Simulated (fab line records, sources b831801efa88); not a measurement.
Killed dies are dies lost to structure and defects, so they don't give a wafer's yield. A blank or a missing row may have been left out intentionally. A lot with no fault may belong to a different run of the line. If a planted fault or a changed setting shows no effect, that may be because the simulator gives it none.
Matching of chambers | flow sky130 | cmp-01 running SKY_VIA2_CMP_02: 4 sister chambers
The step polishes SiO2. 7 wafers are shown with their chamber, then 9 later ones without.

WAFERS PAIRED WITH THEIR CHAMBERS
wafer  | chamber | motor current A (A)
L395.2 | 0       | 10.5
L397.6 | 1       | 12.2
L402.4 | 0       | 10.3
L402.5 | 2       | 13.2
L406.1 | 1       | 11.6
L406.2 | 3       | 13.8
L406.6 | 2       | 13.1

WAFERS WHOSE CHAMBER IS MISSING
wafer  | motor current A (A)
L404.4 | 10.4
L404.5 | 11.3
L404.6 | 11.1
L403.1 | 11.0
L403.5 | 12.1
L403.6 | 10.9
L410.1 | 13.4
L410.2 | 11.2
L410.6 | 12.1

THE CHAMBER EACH PASSED THROUGH
wafer  | from the rows above     | in truth
L404.4 | 0                       | 0
L404.5 | can't be placed: 1 or 0 | 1
L404.6 | can't be placed: 0 or 1 | 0
L403.1 | can't be placed: 0 or 1 | 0
L403.5 | 1                       | 1
L403.6 | can't be placed: 0 or 1 | 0
L410.1 | can't be placed: 2 or 3 | 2
L410.2 | can't be placed: 1 or 0 | 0
L410.6 | 1                       | 1
3 of 9 placed correctly. Unplaceable from these rows: 6, with the true chamber sitting among the candidates in 6. Wrongly placed: 0.
How it was worked out, from the rows above alone: a wafer's distance from a chamber is the root of the sum, over the readings, of the square of ((its reading less the chamber's mean) divided by the reading's scatter). If the next closest chamber is less than 2 further off than the closest, the wafer can't be placed; otherwise it belongs to the closest. The mean given for a chamber averages the wafers shown for that chamber. The scatter: the root of (the sum of the squares of (reading less its chamber's mean) over the shown wafers, divided by (wafers less chambers)).
